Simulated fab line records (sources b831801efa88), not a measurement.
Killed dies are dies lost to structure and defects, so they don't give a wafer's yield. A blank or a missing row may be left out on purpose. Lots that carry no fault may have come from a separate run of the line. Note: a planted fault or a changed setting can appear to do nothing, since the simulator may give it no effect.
A lot that was struck, set against a sound lot -- flow sky130 -- 14 steps out of a route of 708
Sound: wafers L645.1, L645.4, L645.5. Wafers L637.3, L637.4, L637.6 were the ones struck. At the end, the cause is stated.
For every step that has rows: the tool of each side, followed by ch and its chambers, followed by its first start. Under that, the readings that differ: sound wafers -- struck wafers -- difference of the means -- sigmas: that difference in standard deviations of wafers without a fault.
alike: words and numbers the same on both sides, and readings whose means are apart by under 2 such deviations; not compared: readings that were withheld, readings missing a value for some wafer, numbers with overlapping values and no deviation given by the record, and bounds like >300 which may hide the same value.
The two part at a step that has a row with sigmas, a row that says differs or no value, or rows on one side only. When numbers do not overlap yet have no deviation, they are printed without sigmas and do not part them. Lack of a reading on every wafer of one side parts them only where that side has two or more wafers.

first, 3 steps without rows for these wafers: SKY_VT_ADJUST_HVTP_EXPOSE_04 (exposes mask HVTPM, target cd 380 nm); SKY_VT_ADJUST_HVTP_PEB_05; SKY_VT_ADJUST_HVTP_DEVELOP_06 (develop time 60 s).
SKY_VT_ADJUST_HVTP_CD_MEAS_07: the cd target is 380 nm.
  sound on cd-sem-02, day 9 20:43; struck on cd-sem-01, day 7 22:26
reading,sound,struck,difference,sigmas
cd-nm (nm),385.2 383.9 385.6,379.4 379.3 380.1,-5.3,-2
SKY_VT_ADJUST_HVTP_OVL_MEAS_08:
  sound on overlay-02, day 9 20:50; struck on overlay-01, day 7 22:32
  alike: VT_ADJUST_HVTP_OVL
next, for these wafers, 1 step has no rows: SKY_VT_ADJUST_HVTP_IMPLANT_09.
SKY_VT_ADJUST_HVTP_STRIP_10: strips in O2/N2.
  sound on plasma-asher-02 ch 0,1, day 9 21:01; struck on plasma-asher-02 ch 0,1, day 7 22:44
  alike: drypump-motor-current-A, oes-product-au, strip-time-to-endpoint-s
  not compared: rf-hours-counter-h
SKY_VT_ADJUST_HVTP_TW_MEAS_11:
  sound on film-metro-01, day 9 21:07; struck on film-metro-02, day 7 22:49
  alike: VT_ADJUST_HVTP_TW
then, 4 steps without rows for these wafers: SKY_VT_ADJUST_LVTN_DEHYDRATE_00 (time 60 s); SKY_VT_ADJUST_LVTN_HMDS_01 (prime time 60 s); SKY_VT_ADJUST_LVTN_COAT_02 (resist thk 3000 nm); SKY_VT_ADJUST_LVTN_SOFTBAKE_03.
SKY_VT_ADJUST_LVTN_EXPOSE_04: exposes mask NWM COMPLEMENT LESS NATIVE, target cd 840 nm.
  sound on iline-stepper-01 ch 0, day 10 08:46; struck on iline-stepper-01, day 8 09:02
  no value came back on the struck wafers for exposure-dose-mJ-cm2, focus-offset-nm (nm); on the sound wafers exposure-dose-mJ-cm2 reads 193.72 194.18 194.02
  alike: mask
next, for these wafers, 1 step has no rows: SKY_VT_ADJUST_LVTN_PEB_05.

== WHERE THEY PART ==
Last at SKY_VT_ADJUST_LVTN_EXPOSE_04 as far as this record goes, first at SKY_VT_ADJUST_HVTP_CD_MEAS_07.

WHY: what the simulator had put in
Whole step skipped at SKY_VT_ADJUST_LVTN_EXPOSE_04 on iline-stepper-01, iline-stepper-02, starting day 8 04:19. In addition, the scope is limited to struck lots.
